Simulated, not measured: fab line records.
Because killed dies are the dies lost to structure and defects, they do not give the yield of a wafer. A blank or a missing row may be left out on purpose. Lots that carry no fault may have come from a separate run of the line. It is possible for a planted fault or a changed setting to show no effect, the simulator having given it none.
Problem report in the 8D (eight disciplines) form, filled by code :: flow gf180mcu :: the parts of the form that need people (team, actions taken, sign-off) are left out

## 1. PROBLEM STATEMENT
Wafers free of any fault read 3180 (standard deviation 31) for PSD_TW at GF_PSD_TW_MEAS_11, against a mean of 2999 on 5 wafers of 3 lots. Measured from the usual mean, that is -5.8 standard deviations.
Seen first at day 15 21:31 on film_metro-02, wafer L722.1. At this step, 32 wafers from 11 lots have a number in the record. The rule behind "out" and "out of limits": a value lying over 4 standard deviations away from the usual mean. The other wafers with a number count as sound.

## 2. WHAT IT IS AND WHAT IT IS NOT
question: which readings at this step
is: PSD_TW
is not: -

question: which lots
is: L722, L725, L726
is not: L719, L721, L723, L733, L734, L737, L739, L740

question: which wafers of those lots
is: L722.1, L722.6, L725.1, L725.6, L726.6
is not: L722.5, L725.5, L726.4

question: read on which gauges
is: film_metro-02, film_metro-04
is not: film_metro-03

question: when
is: from day 15 21:31
is not: up to then (7 sound wafers); but 20 sound wafers of L723, L725, L726, L733, L734, L737, L739, L740 came after

## 3. WHAT RULES OUT EACH SUSPECT
Counting: a tool at a process step up to the reading stays a suspect if it ran every lot that is out. Sound lots after the first of them don't rule it out here, since some wafers of a struck lot are sound.
- the gauge at GF_PSD_TW_MEAS_11 has been ruled out. Those wafers that are out were read across 2 gauges (film_metro-02, film_metro-04).
- implanter-04 at GF_PSD_IMPLANT_09: kept. It processed each lot that is out (first: L722, day 15 21:14); up to then, its last sound lot is L721 (day 15 18:38). On those wafers its own readings are out: beam_on_s, faraday_current_uA.
The count leaves implanter-04 at GF_PSD_IMPLANT_09.

## 4. THE CAUSE (what the simulator had put in)
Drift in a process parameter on implanter-04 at GF_PSD_IMPLANT_09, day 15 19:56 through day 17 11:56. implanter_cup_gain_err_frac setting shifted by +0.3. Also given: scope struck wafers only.
Only this tool survived the counting.

## 5. SEQUENCE OF EFFECTS, ordered by route
Rows list readings where the struck wafers' mean (over those with a number) sits beyond 3 standard deviations from the usual. Scope: only readings with a usual standard deviation given in the record; hours: median across lots of the time from each lot's start at the first step in this table that gives one to its start at this step; sigmas: change in usual standard deviations.
hours: 0
step: GF_PSD_IMPLANT_09
reading: beam_on_s
usual: 9.98 s
on struck wafers: 7.60
change: -2.38
sigmas: -13

hours: 0
step: GF_PSD_IMPLANT_09
reading: faraday_current_uA
usual: 8265
on struck wafers: 10846
change: +2581
sigmas: +16

hours: 0
step: GF_PSD_STRIP_10
reading: oes_product_au
usual: 0.592 a.u.
on struck wafers: 0.612
change: +0.020
sigmas: +4.4

hours: 0
step: GF_PSD_STRIP_10
reading: strip_time_to_endpoint_s
usual: 16.53 s
on struck wafers: 15.74
change: -0.79
sigmas: -20

hours: 0
step: GF_PSD_TW_MEAS_11
reading: PSD_TW
usual: 3180
on struck wafers: 2999
change: -181
sigmas: -5.8

hours: 2
step: GF_PSD_RS_MEAS_15
reading: PSD_RS
usual: 108.65 ohm/sq
on struck wafers: 123.01
change: +14.36
sigmas: +48
Its process steps:
- GF_PSD_IMPLANT_09
- GF_PSD_STRIP_10: strips in O2/N2.

## 6. HOW IT WOULD HAVE BEEN CAUGHT EARLIER
Counted from the fault's start at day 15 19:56, it took 2 hours until the first out-of-limits reading at a measuring or inspecting step in this record, taken at day 15 21:31.
At GF_PSD_IMPLANT_09, the tool's own readings (beam_on_s, faraday_current_uA) were out on each struck wafer the step has a row for, so an alarm limit on them would have fired on the first such wafer.
Among the 3 lots that are out, L725, L726 began GF_PSD_IMPLANT_09 on implanter-04 after day 15 21:31. A hold on the tool at that time would have spared those 2.
